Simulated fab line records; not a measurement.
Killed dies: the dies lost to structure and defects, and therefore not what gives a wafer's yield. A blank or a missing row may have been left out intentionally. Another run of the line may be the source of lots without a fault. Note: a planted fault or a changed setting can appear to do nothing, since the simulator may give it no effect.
A lot that was struck, set against a sound lot    flow sky130    16 steps out of a route of 708
Sound: these wafers, L427.2, L427.3, L427.5. Struck: wafers L442.1, L442.2, L442.6. At the end, the cause is stated.
Order at every step that has rows: each side's tool, ch and its chambers, its first start. Under that, the readings that differ: sound wafers    struck wafers    difference of the means    sigmas: that difference in standard deviations of wafers without a fault.
alike: same words and numbers on both sides, and readings whose means sit less than 2 such deviations apart. not compared: any withheld reading, any reading some wafer has no value for, any bound like >300 that may hide the same value, and any number with overlapping values for which the record gives no deviation.
Wherever a step has rows on one side only, a row that says differs or no value, or a row with sigmas, the two part there. When numbers do not overlap yet have no deviation, they are printed without sigmas and do not part them. Lack of a reading on every wafer of one side parts them only where that side has two or more wafers.

first, 2 steps without rows for these wafers: SKY_METAL3_PEB_11; SKY_METAL3_DEVELOP_12 (develop time 60 s).
SKY_METAL3_CD_MEAS_13 targets a cd of 300 nm.
  sound on cd_sem-02 at day 39 21:53; struck on cd_sem-01 at day 44 12:28
reading     sound              struck             difference  sigmas
cd_nm (nm)  300.6 301.8 300.2  298.9 297.3 297.7  -2.9        -2
SKY_METAL3_OVL_MEAS_14:
  sound on overlay-01 at day 39 21:59; struck on overlay-02 at day 44 12:35
  alike: METAL3_OVL
then, 1 step without rows for these wafers: SKY_METAL3_DESCUM_15 (chemistry O2, time 8 s).
SKY_METAL3_ETCH_16: etches BARC in N2/H2, stops on SiO2, time 88.2 s, target depth 60 nm.
  sound on rie_metal-02 ch 0,1, day 39 22:03; struck on rie_metal-01 ch 0,1, day 44 12:40
  alike: drypump_motor_current_A, h2_flow_sccm, oes_product_au, throttle_valve_pct
  not compared: rf_hours_counter_h
SKY_METAL3_ETCH_17: etches SiO2 in C4F8/O2/Ar, stops on TiN, time 3.9 s, target depth 15 nm.
  sound on rie_diel-03 ch 1,3, day 39 22:09; struck on rie_diel-02 ch 0,1,2, day 44 12:45
  alike: oes_product_au
  not compared: rf_hours_counter_h
SKY_METAL3_METAL_ETCH_18: etches the open film in Cl2/BCl3, stops on SiO2, target depth 845 nm, time 183.1 s.
  sound on rie_metal-01 ch 0,1, day 39 22:10; struck on rie_metal-02 ch 0,1, day 44 12:46
reading                sound              struck             difference  sigmas
oes_product_au (a.u.)  0.861 0.860 0.861  0.876 0.876 0.868  +0.013      +2
  alike: drypump_motor_current_A, throttle_valve_pct
  not compared: rf_hours_counter_h
SKY_METAL3_STRIP_19: strips in O2/N2.
  sound on plasma_asher-03 ch 0,1, day 39 22:20; struck on plasma_asher-03 ch 0,1, day 44 12:57
  alike: drypump_motor_current_A, oes_product_au, strip_time_to_endpoint_s
  not compared: rf_hours_counter_h
then, 3 steps without rows for these wafers: SKY_METAL3_STRIP_20 (strips in post etch residue remover, time 1200 s); SKY_METAL3_CLEAN_21 (cleans in IPA, time 180 s); SKY_METAL3_CLEAN_22 (cleans in O3/DIW).
SKY_VIA3_HDPCVD_00: deposits SiO2, target thk 1635 nm, time 272.5 s.
  sound on hdpcvd-01 ch 0,1,2, day 39 22:56; struck on hdpcvd-02 ch 0,2, day 44 13:32
reading                                   sound              struck             difference  sigmas
sih4_flow_sccm (sccm)                     59.73 60.00 60.18  72.04 71.94 72.05  +12.04      +63
model.SiO2_of_VIA3_HDPCVD_00.thk_nm (nm)  1612 1623 1598     1967 1954 1962     +350        
SKY_VIA3_THK_MEAS_01:
  sound on film_metro-04 at day 39 23:07; struck on film_metro-04 at day 44 13:43
reading               sound           struck          difference  sigmas
VIA3_HDPCVD_THK (nm)  1613 1623 1598  1967 1953 1962  +349        +18
SKY_VIA3_CMP_02: polishes SiO2.
  sound on cmp-02 ch 0,3, day 39 23:10; struck on cmp-02 ch 0,1,3, day 44 13:49
  alike: edge_zone_pressure_frac, motor_current_A
SKY_PAD_OPEN_PROBE_99:
  the record has rows for the sound wafers here (prober-01, day 46 21:31) and none for the struck ones

WHERE THEY PART
Last at SKY_PAD_OPEN_PROBE_99 as far as this record goes, first at SKY_METAL3_CD_MEAS_13.

WHY: what had been put in by the simulator
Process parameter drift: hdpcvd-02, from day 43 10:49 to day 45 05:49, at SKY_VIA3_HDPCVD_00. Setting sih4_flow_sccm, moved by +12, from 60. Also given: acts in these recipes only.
